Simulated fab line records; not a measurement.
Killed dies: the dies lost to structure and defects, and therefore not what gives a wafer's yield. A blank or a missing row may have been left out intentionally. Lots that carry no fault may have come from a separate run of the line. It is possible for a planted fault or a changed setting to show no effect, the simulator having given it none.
A lot that was struck, set against a sound lot	flow sky130	15 steps out of a route of 708
Sound: the wafers L881.3, L881.4, L881.6. Wafers L893.2, L893.5, L893.6 were the ones struck. Last of all comes the cause.
Per side, at each step with rows, come the tool, then ch with its chambers, and then its first start. Under that, the readings that differ: sound wafers	struck wafers	difference of the means	sigmas: that difference in standard deviations of wafers without a fault.
alike: readings with means less than 2 such deviations apart, plus words and numbers identical on both sides. not compared: withheld readings, readings lacking a value on some wafer, bounds such as >300 that could conceal the same value, and numbers that have no deviation in the record and whose values overlap.
Wherever a step has rows on one side only, a row that says differs or no value, or a row with sigmas, the two part there. Numbers that have no deviation but don't overlap get no sigmas and don't part them. A reading that every wafer of one side lacks parts them only if that side has two wafers or more.

first, 3 steps without rows for these wafers: SKY_LDD_P_EXPOSE_04 (exposes mask PSDM, target cd 380 nm); SKY_LDD_P_PEB_05; SKY_LDD_P_DEVELOP_06 (develop time 60 s).
SKY_LDD_P_CD_MEAS_07 targets a cd of 380 nm.
  struck on cd sem-02, day 24 04:41; sound on cd sem-02, day 19 22:46
  alike: cd nm
SKY_LDD_P_OVL_MEAS_08:
  struck on overlay-01, day 24 04:48; sound on overlay-01, day 19 22:51
  alike: LDD_P_OVL
then, 1 step without rows for these wafers: SKY_LDD_P_IMPLANT_09.
SKY_LDD_P_STRIP_10: strips in O2/N2.
  sound on plasma asher-01 ch 0,1, day 19 23:04; struck on plasma asher-02 ch 0,1, day 24 04:59
  alike: drypump motor current A, oes product au, strip time to endpoint s
  not compared: rf hours counter h
SKY_LDD_P_TW_MEAS_11:
  struck on film metro-04, day 24 05:05; sound on film metro-01, day 19 23:09
reading	sound	struck	difference	sigmas
LDD_P_TW	654 649 654	641 635 641	-13	-3
then, 4 steps without rows for these wafers: SKY_LDD_HVN_DEHYDRATE_00 (time 60 s); SKY_LDD_HVN_HMDS_01 (prime time 60 s); SKY_LDD_HVN_COAT_02 (resist thk 300 nm); SKY_LDD_HVN_SOFTBAKE_03 (time 60 s).
SKY_LDD_HVN_EXPOSE_04: exposes mask HVNTM, target cd 700 nm.
  sound on iline stepper-02 ch 0, day 20 14:29; struck on iline stepper-02 ch 0, day 24 19:41
reading	sound	struck	difference	sigmas
mask	HVNTM#0 HVNTM#0 HVNTM#0	HVNTM_R1#0 HVNTM_R1#0 HVNTM_R1#0	differs	
then, 1 step without rows for these wafers: SKY_LDD_HVN_PEB_05.
-- the record jumps here: 24 days lie between the struck wafers' starts before and after (it left off in module LDD_HVN and takes up again in module PAD_OPEN, whose first step shown is number 708 of the route) --
SKY_PAD_OPEN_PROBE_99:
  struck on prober-01, day 49 03:49; sound on prober-02, day 46 10:50
  alike: killed_at_M0_to_M3, killed_at_M4_up, killed at contacts, killed at front end, killed at other, killed dies, killed on rim, killed open, killed short

## WHERE THEY PART
Last at SKY_LDD_HVN_EXPOSE_04 as far as this record goes, first at SKY_LDD_P_TW_MEAS_11. Later steps at which nothing parts them and some readings are alike: SKY_PAD_OPEN_PROBE_99.

WHY: whatever the simulator had introduced
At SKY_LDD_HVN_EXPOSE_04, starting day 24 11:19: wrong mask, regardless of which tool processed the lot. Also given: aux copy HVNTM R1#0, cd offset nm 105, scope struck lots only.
